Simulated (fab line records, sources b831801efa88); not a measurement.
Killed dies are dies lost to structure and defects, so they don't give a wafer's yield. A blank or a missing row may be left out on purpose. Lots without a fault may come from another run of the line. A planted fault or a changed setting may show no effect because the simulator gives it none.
fab line records | flow sky130
record lots=6 wafers=18 last_day=50
route steps=708 shown VIA1@473 METAL2@483 PAD_OPEN@708
lots that met no fault: from a run of the same line without faults
start_h: hours from the record's first day to the start of the lot's first wafer shown | wait_h: hours since the lot's step before | " the same as in the row above | L1.1+2: a row that stands for several wafers | - no value, or no start given | * or withheld: withheld | < > ~ a bound
route shown NAME@n: a module of which the file shows steps, and the number in the route of the first | usual: mean/standard deviation of fault-free wafers | same: alike in all rows | chamber/n: place in a boat | sites: the reading at each site | _std_site: their standard deviation | _edge_site: outer sites' mean less inner sites' | radius_mm: how far each site lies from the wafer's centre | mask NAME#n: copy n | behind: the tool/chamber that last shaped the wafer | hold: why the lot was held/for how many hours/how that ended | device: the transistor (n, p or np) that didn't switch | end of line: the same wafers' tests at the end of the route | a step without rows: its recipe alone | killed: dies lost to structure and defects at the first sort, not the wafer's yield | map: a wafer's dies, x killed, . not, _ none there
set.NAME: the setting as run; set.NAME@STEP: as run at that earlier step | model.NAME: the simulator's own value behind a step, which no gauge read
lots at some steps of the route; a table a step, a row a wafer
services: from which hour (start_h, from the record's first day; less than 0 if before it) a tool's chamber was out of use, for how many hours, and why
## steps
# step SKY_VIA1_ETCH_15
# recipe target=SiO2 chemistry=C4F8/O2/Ar target_depth_nm=351 stop_on=TiN mask_material=KrF-thick source_w=1500 bias_w=1200 pressure_mtorr=40 c4f8_flow_sccm=withheld O2_flow_sccm=6 Ar_flow_sccm=300 time_s=54
# step SKY_VIA1_STRIP_16
# recipe chemistry=O2/N2 power_w=1400 pressure_mtorr=1500 platen_temp_c=withheld o2_flow_sccm=3000 n2_flow_sccm=300 overash_fraction=0.5
# usual drypump_motor_current_A=5.76/0.23 o2_flow_sccm=3000/8.8 oes_product_au=0.416/0.0046 strip_time_to_endpoint_s=4.459/0.026
# columns lot.wafer tool chamber start_h wait_h drypump_motor_current_A o2_flow_sccm oes_product_au rf_hours_counter_h strip_time_to_endpoint_s
L556.2 plasma_asher-01 1 803.05 0.0 5.74 3005 0.420 97 4.467
L556.4 " 1 " " 5.74 2996 0.413 - 4.473
L556.6 " 1 " " 5.77 2998 0.419 - 4.489
L558.2 plasma_asher-04 1 804.66 0.0 5.66 3004 0.424 6 4.458
L558.4 " 1 " " 5.69 2998 0.417 - 4.484
L558.6 " 0 " " 5.63 2992 0.426 - 4.477
L566.3 plasma_asher-02 1 873.04 0.1 5.52 2989 0.420 - 4.455
L566.4 " 0 " " 6.10 2993 0.413 - 4.471
L566.5 " 0 " " 6.09 2988 0.415 - 4.465
L567.2 plasma_asher-02 1 884.67 0.0 5.46 2987 0.417 45 4.476
L567.3 " 0 " " 6.10 3013 0.420 - 4.494
L567.4 " 1 " " 5.50 2999 0.413 - 4.482
L571.1 plasma_asher-02 0 920.51 0.0 6.08 3010 0.418 48 4.418
L571.4 " 1 " " 5.51 2990 0.409 - 4.430
L571.5 " 1 " " 5.52 3012 0.420 - 4.419
L576.1 plasma_asher-02 0 948.22 0.0 6.07 3006 0.417 51 4.462
L576.3 " 1 " " 5.51 2985 0.415 - 4.472
L576.5 " 1 " " 5.49 2999 0.415 - 4.463
# step SKY_VIA1_STRIP_17
# recipe chemistry=post_etch_residue_remover time_s=1200 temp_c=72.5
# step SKY_VIA1_CLEAN_18
# recipe chemistry=IPA time_s=180 temp_c=25
# step SKY_VIA1_CLEAN_19
# recipe chemistry=O3/DIW dry=n2_spin
# step SKY_VIA1_SPUTTER_20
# recipe material=TiN target_thk_nm=20 chamber_pressure_pa=5 power_w=4000 time_s=80
# usual cathode_dc_power_W=3999.9/0.64 chamber_pressure_pa=5.000/0.01 throttle_valve_pct=30.1/1.1
# columns lot.wafer tool chamber start_h wait_h cathode_dc_power_W chamber_pressure_pa throttle_valve_pct
L556.2 pvd_sputter-03 - 803.64 0.0 3999.6 5.014 31.5
L556.4 " - " " 4000.8 5.010 29.4
L556.6 " - " " 3999.8 5.008 29.0
L558.2 pvd_sputter-04 - 805.25 0.0 4000.2 5.007 31.1
L558.4 " - " " 4000.3 5.019 29.7
L558.6 " - " " 4000.3 5.009 29.3
L566.3 pvd_sputter-04 - 873.60 0.0 4000.3 5.005 30.7
L566.4 " - " " 3999.2 5.019 31.0
L566.5 " - " " 4000.0 4.997 31.3
L567.2 pvd_sputter-04 - 885.26 0.0 4000.5 4.998 30.7
L567.3 " - " " 4000.2 4.983 29.2
L567.4 " - " " 3998.6 4.985 31.1
L571.1 pvd_sputter-03 - 921.19 0.0 3999.7 5.001 31.7
L571.4 " - " " 4000.8 5.001 29.2
L571.5 " - " " 3999.6 4.994 29.3
L576.1 pvd_sputter-03 - 948.81 0.0 4000.8 5.005 31.5
L576.3 " - " " 4000.9 5.001 30.3
L576.5 " - " " 4000.3 5.010 31.0
# step SKY_VIA1_CVD_21
# recipe material=W target_thk_nm=270 time_s=80.902 temp_c=400 pressure_torr=40
# usual heater_power_w=872/120
# columns lot.wafer tool chamber start_h wait_h heater_power_w
L556.2 cvd_w-02 1 803.70 0.0 891
L556.4 " 0 " " 703
L556.6 " 1 " " 905
L558.2 cvd_w-01 0 805.31 0.0 847
L558.4 " 0 " " 885
L558.6 " 0 " " 881
L566.3 cvd_w-01 0 873.69 0.1 871
L566.4 " 1 " " 1002
L566.5 " 1 " " 1039
L567.2 cvd_w-01 0 885.32 0.0 874
L567.3 " 0 " " 894
L567.4 " 1 " " 1046
L571.1 cvd_w-01 0 921.25 0.0 822
L571.4 " 0 " " 822
L571.5 " 0 " " 830
L576.1 cvd_w-01 1 948.87 0.0 956
L576.3 " 0 " " 845
L576.5 " 1 " " 986
# step SKY_VIA1_RS_MEAS_22
# recipe thk_meas_gauge=four-point-probe reads=W_of_VIA1_CVD_21+TiN_of_VIA1_SPUTTER_20
# usual VIA1_W_RS=0.428/0.0042
# columns lot.wafer tool chamber start_h wait_h VIA1_W_RS[ohm/sq]
L556.2 film_metro-01 - 803.81 0.1 0.427
L556.4 " - " " 0.431
L556.6 " - " " 0.428
L558.2 film_metro-01 - 805.42 0.1 0.430
L558.4 " - " " 0.430
L558.6 " - " " 0.432
L566.3 film_metro-01 - 873.79 0.1 0.430
L566.4 " - " " 0.428
L566.5 " - " " 0.430
L567.2 film_metro-01 - 885.44 0.1 0.425
L567.3 " - " " 0.423
L567.4 " - " " 0.433
L571.1 film_metro-02 - 921.34 0.1 0.429
L571.4 " - " " 0.422
L571.5 " - " " 0.425
L576.1 film_metro-03 - 948.97 0.1 0.429
L576.3 " - " " 0.426
L576.5 " - " " 0.432
# step SKY_VIA1_THK_MEAS_23
# recipe thk_meas_gauge=xrf reads=W_of_VIA1_CVD_21
# usual VIA1_W_THK=270/4
# columns lot.wafer tool chamber start_h wait_h VIA1_W_THK[nm]
L556.2 film_metro-01 - 803.92 0.1 275
L556.4 " - " " 276
L556.6 " - " " 274
L558.2 film_metro-01 - 805.53 0.1 272
L558.4 " - " " 273
L558.6 " - " " 273
L566.3 film_metro-01 - 873.89 0.1 269
L566.4 " - " " 270
L566.5 " - " " 272
L567.2 film_metro-01 - 885.55 0.1 273
L567.3 " - " " 276
L567.4 " - " " 268
L571.1 film_metro-02 - 921.46 0.1 266
L571.4 " - " " 272
L571.5 " - " " 270
L576.1 film_metro-03 - 949.09 0.1 265
L576.3 " - " " 269
L576.5 " - " " 263
# step SKY_VIA1_CMP_24
# recipe stop_on=SiO2 t_overpolish_s=15 down_force_psi=3.5 platen_rpm=60 target_thk_nm=0 pad_velocity_m_s=0.94248
# step SKY_METAL2_SPUTTER_00
# recipe material=Ti target_thk_nm=15 power_w=3000 time_s=10 chamber_pressure_pa=0.4
# step SKY_METAL2_SPUTTER_01
# recipe material=TiN target_thk_nm=20 power_w=6500 time_s=16.7 chamber_pressure_pa=0.4
# usual cathode_dc_power_W=6500.0/1.1 chamber_pressure_pa=0.3999/0.00077 throttle_valve_pct=30.4/1.5
# columns lot.wafer tool chamber start_h wait_h cathode_dc_power_W chamber_pressure_pa throttle_valve_pct
L556.2 pvd_sputter-02 - 804.30 0.0 6501.3 0.3987 32.4
L556.4 " - " " 6498.6 0.4002 29.4
L556.6 " - " " 6501.1 0.4008 29.3
L558.2 pvd_sputter-01 - 805.91 0.0 6500.2 0.4002 32.3
L558.4 " - " " 6500.6 0.3997 29.5
L558.6 " - " " 6498.3 0.4024 29.7
L566.3 pvd_sputter-01 - 874.26 0.0 6500.1 0.4003 32.3
L566.4 " - " " 6500.1 0.3996 29.1
L566.5 " - " " 6501.0 0.3996 32.5
L567.2 pvd_sputter-02 - 885.92 0.0 6500.6 0.4006 30.1
L567.3 " - " " 6499.8 0.3997 32.1
L567.4 " - " " 6499.5 0.4000 29.4
L571.1 pvd_sputter-02 - 921.84 0.0 6499.5 0.4004 28.8
L571.4 " - " " 6499.8 0.4007 29.4
L571.5 " - " " 6501.8 0.3999 28.6
L576.1 pvd_sputter-02 - 949.47 0.0 6501.6 0.4015 28.9
L576.3 " - " " 6500.8 0.4011 29.7
L576.5 " - " " 6501.1 0.4004 29.5
# step SKY_METAL2_SPUTTER_02
# recipe material=AlCu target_thk_nm=250 power_w=10600 time_s=13.3 chamber_pressure_pa=0.4
# usual cathode_dc_power_W=10600/1.7 chamber_pressure_pa=0.4001/0.00077 throttle_valve_pct=30.4/1.5
# columns lot.wafer tool chamber start_h wait_h cathode_dc_power_W chamber_pressure_pa throttle_valve_pct
L556.2 pvd_sputter-02 - 804.32 0.0 10600 0.3994 32.4
L556.4 " - " " 10603 0.4006 29.5
L556.6 " - " " 10597 0.3999 29.6
L558.2 pvd_sputter-01 - 805.93 0.0 10599 0.3987 32.3
L558.4 " - " " 10599 0.4009 29.2
L558.6 " - " " 10601 0.3998 29.4
L566.3 pvd_sputter-01 - 874.28 0.0 - - -
L566.4 " - " " - - -
L566.5 " - " " - - -
L567.2 pvd_sputter-02 - 885.94 0.0 - - -
L567.3 " - " " - - -
L567.4 " - " " - - -
L571.1 pvd_sputter-02 - 921.87 0.0 10598 0.3997 28.8
L571.4 " - " " 10599 0.3990 29.4
L571.5 " - " " 10604 0.4001 28.5
L576.1 pvd_sputter-02 - 949.49 0.0 10604 0.4004 28.4
L576.3 " - " " 10600 0.3992 29.5
L576.5 " - " " 10600 0.3996 29.5
# step SKY_METAL2_SPUTTER_03
# recipe material=Ti target_thk_nm=5 power_w=3000 time_s=3.3 chamber_pressure_pa=0.4
# usual cathode_dc_power_W=3000.0/0.56 chamber_pressure_pa=0.4001/0.00079 throttle_valve_pct=30.5/1.5
# columns lot.wafer tool chamber start_h wait_h cathode_dc_power_W chamber_pressure_pa throttle_valve_pct
L556.2 pvd_sputter-02 - 804.35 0.0 2999.7 0.4001 32.0
L556.4 " - " " 3000.6 0.4028 29.5
L556.6 " - " " 2999.9 0.4007 29.5
L558.2 pvd_sputter-01 - 805.96 0.0 3000.7 0.3994 32.5
L558.4 " - " " 3000.3 0.4010 29.3
L558.6 " - " " 3000.3 0.4001 29.7
L566.3 pvd_sputter-01 - 874.31 0.0 2999.8 0.4002 32.5
L566.4 " - " " 2999.8 0.4002 29.3
L566.5 " - " " 3000.4 0.3997 32.3
L567.2 pvd_sputter-02 - 885.97 0.0 3000.0 0.3986 30.1
L567.3 " - " " 2999.7 0.3994 32.1
L567.4 " - " " 3000.5 0.3999 29.4
L571.1 pvd_sputter-02 - 921.89 0.0 2999.9 0.4001 28.8
L571.4 " - " " 2999.3 0.4002 29.3
L571.5 " - " " 3001.0 0.3996 28.5
L576.1 pvd_sputter-02 - 949.52 0.0 3000.0 0.4002 28.7
L576.3 " - " " 3000.2 0.4006 29.2
L576.5 " - " " 2999.7 0.4003 29.6
# step SKY_METAL2_SPUTTER_04
# recipe material=TiN target_thk_nm=70 power_w=6500 time_s=58.3 chamber_pressure_pa=0.4149
# step SKY_METAL2_RS_MEAS_05
# recipe thk_meas_gauge=four-point-probe reads=TiN_of_METAL2_SPUTTER_04+Ti_of_METAL2_SPUTTER_03+AlCu_of_METAL2_SPUTTER_02+TiN_of_METAL2_SPUTTER_01+Ti_of_METAL2_SPUTTER_00
# usual METAL2_ALCU_RS=0.1262/0.0013
# columns lot.wafer tool chamber start_h wait_h METAL2_ALCU_RS[ohm/sq]
L556.2 film_metro-04 - 804.43 0.0 0.1247
L556.4 " - " " 0.1258
L556.6 " - " " 0.1252
L558.2 film_metro-03 - 806.04 0.0 0.1266
L558.4 " - " " 0.1275
L558.6 " - " " 0.1259
L566.3 film_metro-04 - 874.41 0.1 8.7089
L566.4 " - " " 8.7094
L566.5 " - " " 8.7794
L567.2 film_metro-03 - 886.06 0.0 8.6815
L567.3 " - " " 8.7227
L567.4 " - " " 8.7581
L571.1 film_metro-02 - 921.96 0.0 0.1256
L571.4 " - " " 0.1256
L571.5 " - " " 0.1256
L576.1 film_metro-02 - 949.59 0.0 0.1267
L576.3 " - " " 0.1283
L576.5 " - " " 0.1283
# step SKY_METAL2_THK_MEAS_06
# recipe thk_meas_gauge=xrf reads=AlCu_of_METAL2_SPUTTER_02
# usual METAL2_ALCU_THK=254/3.2
# columns lot.wafer tool chamber start_h wait_h METAL2_ALCU_THK[nm]
L556.2 film_metro-04 - 804.54 0.1 257
L556.4 " - " " 254
L556.6 " - " " 256
L558.2 film_metro-03 - 806.15 0.1 252
L558.4 " - " " 253
L558.6 " - " " 255
L566.3 film_metro-04 - 874.51 0.1 <0
L566.4 " - " " <0
L566.5 " - " " <0
L567.2 film_metro-03 - 886.17 0.1 <1
L567.3 " - " " <1
L567.4 " - " " <1
L571.1 film_metro-02 - 922.08 0.1 257
L571.4 " - " " 255
L571.5 " - " " 257
L576.1 film_metro-02 - 949.71 0.1 253
L576.3 " - " " 251
L576.5 " - " " 251
# step SKY_METAL2_DEHYDRATE_07
# recipe temp_c=200 time_s=60
# step SKY_PAD_OPEN_PROBE_99
# usual defect_limited_yield=82.6/2 killed_at_M0_to_M3=43/7.1 killed_at_M4_up=3.0/1.9 killed_at_contacts=24/5 killed_at_front_end=15/4.3 killed_at_other=0.3/0.5 killed_dies=85/9.6 killed_on_rim=17/4.3 killed_open=46/7.1 killed_short=39/6.8 sort_bin_3_pad_short=0.9/0.42 sort_bin_5_function=10.2/1.4 sort_bin_6_memory=6.3/1.2 sort_n_pass=407/9.6 sort_yield_pct=82.6/2
# same gross_dies=492 killed_at_back_side=0 sort_bin_4_leakage[%]=0 sort_bin_8_speed[%]=0
# columns lot.wafer tool chamber start_h wait_h defect_limited_yield[%] killed_at_M0_to_M3 killed_at_M4_up killed_at_contacts killed_at_front_end killed_at_other killed_dies killed_on_rim killed_open killed_short sort_bin_3_pad_short[%] sort_bin_5_function[%] sort_bin_6_memory[%] sort_n_pass sort_yield_pct[%]
L556.2 prober-02 - 1084.03 0.1 84.1 29 5 28 15 1 78 18 49 29 1.4 8.3 6.1 414 84.1
L556.4 prober-02 - 1084.13 0.2 81.3 43 7 23 19 0 92 21 51 41 1.2 9.8 7.7 400 81.3
L556.6 prober-02 - 1084.23 0.2 82.5 39 5 27 14 1 86 18 49 37 0.6 9.8 7.1 406 82.5
L558.2 prober-01 - 1084.35 0.1 84.6 42 5 11 18 0 76 17 36 40 0.6 10.0 4.9 416 84.6
L558.4 prober-01 - 1084.45 0.2 80.7 56 3 26 10 0 95 24 58 37 0.8 9.6 8.9 397 80.7
L558.6 prober-01 - 1084.55 0.2 83.9 33 2 24 20 0 79 19 44 35 0.8 9.8 5.5 413 83.9
L566.3 prober-02 - 1137.57 0.2 0 435 12 31 14 0 492 96 57 39 0.4 93.1 6.5 0 0
L566.4 prober-02 - 1137.62 0.2 0 440 3 35 14 0 492 96 48 45 0.2 91.3 8.5 0 0
L566.5 prober-02 - 1137.67 0.2 0 443 3 28 18 0 492 96 47 44 1.6 92.1 6.3 0 0
L567.2 prober-01 - 1145.03 0.1 0 452 0 19 19 2 492 96 31 36 1.0 93.7 5.3 0 0
L567.3 prober-01 - 1145.08 0.2 0 448 3 25 16 0 492 96 49 44 1.0 91.9 7.1 0 0
L567.4 prober-01 - 1145.13 0.2 0 453 5 20 14 0 492 96 44 33 0.6 93.5 5.9 0 0
L571.1 prober-01 - 1170.90 0.1 81.7 53 5 15 16 1 90 16 43 47 1.2 10.6 6.5 402 81.7
L571.4 prober-01 - 1171.05 0.2 86.8 37 2 14 12 0 65 11 30 35 0.6 7.1 5.5 427 86.8
L571.5 prober-01 - 1171.10 0.2 82.3 47 1 20 19 0 87 16 57 30 0.8 10.8 6.1 405 82.3
# killed by level:class
L556.2 CONTACT:geometric_particle:open=14 LI_CONTACT:geometric_particle:open=8 VIA1:geometric_particle:open=7 POLY_GATE:geometric_particle:short=6 VIA2:geometric_particle:open=5 VIA3:geometric_particle:open=5 METAL1:geometric_particle:short=4 FIELD_ISO:geometric_particle:open=3
L556.4 LI_CONTACT:geometric_particle:open=9 VIA3:geometric_particle:open=9 VIA1:geometric_particle:open=9 POLY_GATE:geometric_particle:short=7 VIA2:geometric_particle:open=7 POLY_GATE:geometric_particle:open=6 METAL2:geometric_particle:short=6 METAL4:geometric_particle:short=5
L556.6 VIA1:geometric_particle:open=14 LI_CONTACT:geometric_particle:open=8 CONTACT:geometric_particle:open=8 VIA2:geometric_particle:open=7 CONTACT:geometric_particle:short=6 METAL1:geometric_particle:short=5 FIELD_ISO:geometric_particle:short=4 VIA3:geometric_particle:open=4
L558.2 VIA1:geometric_particle:open=11 FIELD_ISO:geometric_particle:short=6 FIELD_ISO:geometric_particle:open=5 VIA1:geometric_particle:short=5 METAL1:geometric_particle:short=5 VIA2:geometric_particle:open=5 VIA2:geometric_particle:short=5 LOCAL_INTERCONNECT:geometric_particle:short=4
L558.4 VIA1:geometric_particle:open=14 CONTACT:geometric_particle:open=9 METAL1:geometric_particle:short=8 LI_CONTACT:geometric_particle:open=7 VIA3:geometric_particle:open=7 VIA2:geometric_particle:open=6 METAL2:geometric_particle:open=5 METAL3:geometric_particle:short=5
L558.6 CONTACT:geometric_particle:open=9 VIA1:geometric_particle:open=8 LI_CONTACT:geometric_particle:open=7 POLY_GATE:geometric_particle:open=6 FIELD_ISO:geometric_particle:open=5 CONTACT:geometric_particle:short=5 FIELD_ISO:geometric_particle:short=4 METAL1:geometric_particle:short=4
L566.3 METAL2:area_sputter=396 CONTACT:geometric_particle:open=13 LI_CONTACT:geometric_particle:open=9 METAL1:geometric_particle:short=6 VIA1:geometric_particle:open=6 VIA3:geometric_particle:open=6 METAL4:geometric_particle:short=6 VIA1:geometric_particle:short=5
L566.4 METAL2:area_sputter=399 CONTACT:geometric_particle:open=13 LOCAL_INTERCONNECT:geometric_particle:short=7 VIA3:geometric_particle:open=7 VIA1:geometric_particle:short=6 FIELD_ISO:geometric_particle:open=6 LI_CONTACT:geometric_particle:open=6 VIA1:geometric_particle:open=6
L566.5 METAL2:area_sputter=401 CONTACT:geometric_particle:open=12 VIA1:geometric_particle:open=10 VIA1:geometric_particle:short=7 FIELD_ISO:geometric_particle:short=6 LI_CONTACT:geometric_particle:open=6 VIA3:geometric_particle:open=6 POLY_GATE:geometric_particle:short=5
L567.2 METAL2:area_sputter=425 VIA1:geometric_particle:short=9 FIELD_ISO:geometric_particle:open=7 CONTACT:geometric_particle:open=6 CONTACT:geometric_particle:short=6 FIELD_ISO:geometric_particle:short=4 METAL1:geometric_particle:short=4 VIA1:geometric_particle:open=4
L567.3 METAL2:area_sputter=399 VIA1:geometric_particle:open=15 CONTACT:geometric_particle:open=7 METAL2:geometric_particle:short=7 LOCAL_INTERCONNECT:geometric_particle:short=6 METAL1:geometric_particle:short=6 LI_CONTACT:geometric_particle:open=5 METAL3:geometric_particle:short=5
L567.4 METAL2:area_sputter=415 VIA1:geometric_particle:open=12 CONTACT:geometric_particle:open=7 METAL1:geometric_particle:short=6 FIELD_ISO:geometric_particle:short=5 LI_CONTACT:geometric_particle:open=5 POLY_GATE:geometric_particle:open=4 LOCAL_INTERCONNECT:geometric_particle:short=4
L571.1 VIA1:geometric_particle:open=13 METAL1:geometric_particle:short=9 CONTACT:geometric_particle:open=8 VIA1:geometric_particle:short=7 VIA2:geometric_particle:open=6 VIA3:geometric_particle:short=6 POLY_GATE:geometric_particle:short=5 LOCAL_INTERCONNECT:geometric_particle:short=5
L571.4 VIA1:geometric_particle:open=9 FIELD_ISO:geometric_particle:short=5 METAL2:geometric_particle:short=5 VIA1:geometric_particle:short=5 CONTACT:geometric_particle:open=4 METAL1:geometric_particle:open=4 LI_CONTACT:geometric_particle:open=3 CONTACT:geometric_particle:short=3
L571.5 VIA1:geometric_particle:open=15 CONTACT:geometric_particle:open=10 POLY_GATE:geometric_particle:open=9 METAL1:geometric_particle:short=8 VIA2:geometric_particle:open=8 VIA1:geometric_particle:short=6 FIELD_ISO:geometric_particle:open=5 VIA3:geometric_particle:open=5
# map L566.3 (x killed, . not)
__________xxxxxxxxxx_________
________xxxxxxxxxxxxxx_______
______xxxxxxxxxxxxxxxxxx_____
_____xxxxxxxxxxxxxxxxxxxx____
____xxxxxxxxxxxxxxxxxxxxxx___
___xxxxxxxxxxxxxxxxxxxxxxxx__
__xxxxxxxxxxxxxxxxxxxxxxxxxx_
_xxxxxxxxxxxxxxxxxxxxxxxxxxxx
_xxxxxxxxxxxxxxxxxxxxxxxxxxxx
_xxxxxxxxxxxxxxxxxxxxxxxxxxxx
_xxxxxxxxxxxxxxxxxxxxxxxxxxxx
_xxxxxxxxxxxxxxxxxxxxxxxxxxxx
_xxxxxxxxxxxxxxxxxxxxxxxxxxxx
_xxxxxxxxxxxxxxxxxxxxxxxxxxxx
_xxxxxxxxxxxxxxxxxxxxxxxxxxxx
__xxxxxxxxxxxxxxxxxxxxxxxxxx_
___xxxxxxxxxxxxxxxxxxxxxxxx__
____xxxxxxxxxxxxxxxxxxxxxx___
_____xxxxxxxxxxxxxxxxxxxx____
______xxxxxxxxxxxxxxxxxx_____
________xxxxxxxxxxxxxx_______
__________xxxxxxxxxx_________
# map L567.2 (x killed, . not)
__________xxxxxxxxxx_________
________xxxxxxxxxxxxxx_______
______xxxxxxxxxxxxxxxxxx_____
_____xxxxxxxxxxxxxxxxxxxx____
____xxxxxxxxxxxxxxxxxxxxxx___
___xxxxxxxxxxxxxxxxxxxxxxxx__
__xxxxxxxxxxxxxxxxxxxxxxxxxx_
_xxxxxxxxxxxxxxxxxxxxxxxxxxxx
_xxxxxxxxxxxxxxxxxxxxxxxxxxxx
_xxxxxxxxxxxxxxxxxxxxxxxxxxxx
_xxxxxxxxxxxxxxxxxxxxxxxxxxxx
_xxxxxxxxxxxxxxxxxxxxxxxxxxxx
_xxxxxxxxxxxxxxxxxxxxxxxxxxxx
_xxxxxxxxxxxxxxxxxxxxxxxxxxxx
_xxxxxxxxxxxxxxxxxxxxxxxxxxxx
__xxxxxxxxxxxxxxxxxxxxxxxxxx_
___xxxxxxxxxxxxxxxxxxxxxxxx__
____xxxxxxxxxxxxxxxxxxxxxx___
_____xxxxxxxxxxxxxxxxxxxx____
______xxxxxxxxxxxxxxxxxx_____
________xxxxxxxxxxxxxx_______
__________xxxxxxxxxx_________
## services
# columns tool chamber start_h hours kind
pvd_sputter-01 0 811.93 - consumable_replace:kit
pvd_sputter-01 0 811.93 18.0 scheduled_down
pvd_sputter-01 0 811.93 18.0 vent_cycle
pvd_sputter-04 3 832.59 - consumable_replace:kit
pvd_sputter-04 3 832.59 18.0 scheduled_down
pvd_sputter-04 3 832.59 18.0 vent_cycle
plasma_asher-01 - 833.38 28.1 pm
plasma_asher-04 - 844.27 0.9 repair
pvd_sputter-02 3 855.94 - consumable_replace:kit
pvd_sputter-02 3 855.94 18.0 scheduled_down
pvd_sputter-02 3 855.94 18.0 vent_cycle
pvd_sputter-02 - 889.91 4.1 repair
pvd_sputter-04 - 892.50 49.8 repair
pvd_sputter-04 - 897.15 8.2 repair
cvd_w-01 - 904.00 14.0 pm
cvd_w-01 0 904.00 14.0 vent_cycle
cvd_w-01 1 904.00 14.0 vent_cycle
pvd_sputter-01 - 906.83 1.0 repair
plasma_asher-02 - 912.96 0.8 repair
cvd_w-01 0 918.00 - clean
cvd_w-01 1 918.00 - clean
pvd_sputter-01 - 918.32 6.4 repair
pvd_sputter-04 - 920.92 6.0 repair
cvd_w-02 - 942.81 6.9 pm
## key
first_sign step=SKY_METAL2_SPUTTER_02 reading=tool_record direction=missing
effect step=SKY_METAL2_RS_MEAS_05 reading=METAL2_ALCU_RS direction=up sigmas=99+ usual=0.1262 struck=8.7267
effect step=SKY_METAL2_THK_MEAS_06 reading=METAL2_ALCU_THK direction=down sigmas=78 usual=254 struck=<1
effect step=SKY_PAD_OPEN_PROBE_99 reading=sort_bin_5_function direction=up sigmas=60 usual=10.2 struck=92.6
more_kills_born_at SKY_METAL2_SPUTTER_02@pvd_sputter-02=1239 SKY_METAL2_SPUTTER_02@pvd_sputter-01=1196
met_at SKY_METAL2_SPUTTER_02
struck_wafers L566.3,L566.4,L566.5,L567.2,L567.3,L567.4
later_rows_left_out L566.3,L566.4,L566.5,L567.2,L567.3,L567.4
onset_between 805.93 874.28
fault kind=skipped_step_whole tool=pvd_sputter-01,pvd_sputter-02 chamber=- onset_h=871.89 steps=SKY_METAL2_SPUTTER_02 scope=struck_lots_only
# later_rows_left_out: the simulator's readings of these wafers behind a module that went badly wrong aren't trusted and aren't shown, but for the sort
